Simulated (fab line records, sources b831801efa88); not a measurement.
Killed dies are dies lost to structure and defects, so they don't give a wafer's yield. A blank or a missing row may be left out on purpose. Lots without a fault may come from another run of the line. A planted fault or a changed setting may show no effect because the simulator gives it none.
A struck lot beside a sound one | flow gf180mcu | 17 steps out of a route of 602
Sound: wafers L973.3, L973.5, L973.6. Struck: wafers L981.3, L981.4, L981.6. The cause comes at the end.
At each step with rows: each side's tool, then ch and its chambers, then its first start. Under that, the readings that differ: sound wafers | struck wafers | difference of the means | sigmas: that difference in standard deviations of wafers without a fault.
alike: readings whose means differ by less than 2 such deviations, and words and numbers that are the same on both sides. not compared: withheld readings, readings that some wafer has no value for, bounds like >300 that may hide the same value, and numbers for which the record gives no deviation and whose values overlap.
The two part at a step that has a row with sigmas, a row that says differs or no value, or rows on one side only. Numbers that don't overlap but have no deviation are shown without sigmas and don't part them. A reading that every wafer of one side lacks parts them only if that side has two wafers or more.

first, 4 steps without rows for these wafers: GF_VT_IMPLANT_SOFTBAKE_25 (time 60 s); GF_VT_IMPLANT_EXPOSE_26 (exposes mask LVPWELL HV AREA, target cd 860 nm); GF_VT_IMPLANT_PEB_27; GF_VT_IMPLANT_DEVELOP_28 (develop time 60 s).
GF_VT_IMPLANT_OVL_MEAS_29:
  sound on overlay-01, day 9 02:31; struck on overlay-01, day 11 03:05
  alike: VT_IMPLANT_02_OVL
then, 1 step without rows for these wafers: GF_VT_IMPLANT_IMPLANT_30.
GF_VT_IMPLANT_STRIP_31: strips in O2/N2.
  sound on plasma_asher-01 ch 0,1, day 9 02:44; struck on plasma_asher-04 ch 0,1, day 11 03:17
  alike: drypump_motor_current_A, heater_power_w, oes_product_au, strip_time_to_endpoint_s
  not compared: rf_hours_counter_h
GF_VT_IMPLANT_TW_MEAS_32:
  sound on film_metro-02, day 9 02:49; struck on film_metro-04, day 11 03:22
  reading         | sound             | struck            | difference | sigmas
  VT_IMPLANT_3_TW | 270.5 271.2 270.6 | 267.9 265.5 266.2 | -4.2       | -3
then, 4 steps without rows for these wafers: GF_VT_IMPLANT_DEHYDRATE_33 (time 60 s); GF_VT_IMPLANT_HMDS_34 (prime time 60 s); GF_VT_IMPLANT_COAT_35 (resist thk 1000 nm); GF_VT_IMPLANT_SOFTBAKE_36 (time 60 s).
GF_VT_IMPLANT_EXPOSE_37: exposes mask Nwell HV AREA, target cd 860 nm.
  sound on iline_stepper-02 ch 0, day 9 11:14; struck on iline_stepper-01 ch 0, day 11 13:10
  reading                            | sound             | struck               | difference | sigmas
  model.VT_IMPLANT.overlay_x_nm (nm) | 1.082 1.082 1.082 | -136.1 -136.1 -136.1 | -137.2     |
  alike: mask
then, 2 steps without rows for these wafers: GF_VT_IMPLANT_PEB_38; GF_VT_IMPLANT_DEVELOP_39 (develop time 60 s).
GF_VT_IMPLANT_OVL_MEAS_40:
  sound on overlay-02, day 9 20:01; struck on overlay-02, day 11 22:28
  reading                | sound       | struck               | difference | sigmas
  VT_IMPLANT_03_OVL (nm) | 0.7 1.0 0.8 | -136.1 -136.9 -135.5 | -137.0     | -98
  not compared: hold
GF_PASSIVATION_PROBE_99:
  the record has rows for the sound wafers here (prober-02, day 31 08:06) and none for the struck ones

WHERE THEY PART
First at GF_VT_IMPLANT_TW_MEAS_32; last, within this record, at GF_PASSIVATION_PROBE_99.

WHY: what the simulator had put in
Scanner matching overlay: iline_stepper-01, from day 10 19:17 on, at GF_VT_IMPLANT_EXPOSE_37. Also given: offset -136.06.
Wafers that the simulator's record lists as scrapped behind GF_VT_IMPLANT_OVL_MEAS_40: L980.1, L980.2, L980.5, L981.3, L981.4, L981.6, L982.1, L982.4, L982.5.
